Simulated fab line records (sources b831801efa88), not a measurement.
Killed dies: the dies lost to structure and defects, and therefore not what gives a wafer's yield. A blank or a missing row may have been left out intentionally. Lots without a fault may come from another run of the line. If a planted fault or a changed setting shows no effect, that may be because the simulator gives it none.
Struck lot and sound lot, side by side | flow sky130 | 15 out of 708 route steps
Sound: wafers L260.1, L260.5, L260.6. Struck: wafers L262.1, L262.5, L262.6. The cause is given at the end.
Each step with rows lists, per side, the tool, then ch with its chambers, then its first start. Under that, the readings that differ: sound wafers | struck wafers | difference of the means | sigmas: that difference in standard deviations of wafers without a fault.
alike: same words and numbers on both sides, and readings whose means sit less than 2 such deviations apart. not compared: any withheld reading, any reading some wafer has no value for, any bound like >300 that may hide the same value, and any number with overlapping values for which the record gives no deviation.
A row with sigmas, a row that says differs or no value, or rows on one side alone: a step with any of these is where the two part. Numbers that have no deviation but don't overlap get no sigmas and don't part them. A reading that every wafer of one side lacks parts them only if that side has two wafers or more.

first, 2 steps without rows for these wafers: SKY_PASSIVATION_PEB_09; SKY_PASSIVATION_DEVELOP_10 (develop time 60 s).
SKY_PASSIVATION_ETCH_11: etches the open film in CF4/O2, stops on AlCu, target depth 725 nm, time 161.1 s.
  sound on rie_diel-03 ch 1,2,3, day 47 15:04; struck on rie_diel-04 ch 0,1,3, day 48 03:08
  alike: drypump_motor_current_A, oes_product_au, throttle_valve_pct
  not compared: rf_hours_counter_h
SKY_PASSIVATION_STRIP_12: strips in O2/N2.
  sound on plasma_asher-04 ch 0,1, day 47 15:11; struck on plasma_asher-01 ch 0,1, day 48 03:14
  alike: chamber_pressure_mTorr, drypump_motor_current_A, o2_flow_sccm, oes_product_au, strip_time_to_endpoint_s
  not compared: rf_hours_counter_h
then, 7 steps without rows for these wafers: SKY_PAD_OPEN_DEHYDRATE_00 (time 60 s); SKY_PAD_OPEN_HMDS_01 (prime time 60 s); SKY_PAD_OPEN_COAT_02 (resist thk 3000 nm); SKY_PAD_OPEN_SOFTBAKE_03; SKY_PAD_OPEN_EXPOSE_04 (exposes mask PDM, target cd 60000 nm); SKY_PAD_OPEN_PEB_05; SKY_PAD_OPEN_DEVELOP_06 (develop time 60 s).
SKY_PAD_OPEN_ETCH_07: etches the open film in CF4/O2, stops on AlCu, target depth 725 nm, time 161.1 s.
  sound on rie_diel-01 ch 1,2, day 48 10:47; struck on rie_diel-03 ch 0,3, day 48 22:28
  alike: drypump_motor_current_A, oes_product_au, throttle_valve_pct
  not compared: rf_hours_counter_h
SKY_PAD_OPEN_STRIP_08: strips in O2/N2.
  sound on plasma_asher-03 ch 0,1, day 48 10:53; struck on plasma_asher-03 ch 0,1, day 48 22:35
  no value came back on the struck wafers for any of 5 readings (chamber_pressure_mTorr (mTorr), drypump_motor_current_A (A) and others); on the sound wafers chamber_pressure_mTorr (mTorr) reads 1499.5 1499.3 1500.0
  reading                                    | sound | struck         | difference | sigmas
  model.coat_of_PAD_OPEN_COAT_02.thk_nm (nm) | 0 0 0 | 2994 2996 3001 | +2997      |
  not compared: rf_hours_counter_h
then, 1 step without rows for these wafers: SKY_PAD_OPEN_STRIP_09 (strips in post etch residue remover, time 1200 s).
SKY_PAD_OPEN_PROBE_99:
  struck on prober-01, day 49 01:08; sound on prober-01, day 48 13:07
  alike: defect_limited_yield, killed_at_M0_to_M3, killed_at_M4_up, killed_at_contacts, killed_at_front_end, killed_at_other, killed_dies, killed_open, killed_short, sort_bin_3_pad_short, sort_bin_5_function, sort_bin_6_memory, sort_bin_8_speed, sort_n_pass, sort_yield_pct

== WHERE THEY PART ==
Only at SKY_PAD_OPEN_STRIP_08, within this record. Later steps at which nothing parts them and some readings are alike: SKY_PAD_OPEN_PROBE_99.

WHY: whatever the simulator had introduced
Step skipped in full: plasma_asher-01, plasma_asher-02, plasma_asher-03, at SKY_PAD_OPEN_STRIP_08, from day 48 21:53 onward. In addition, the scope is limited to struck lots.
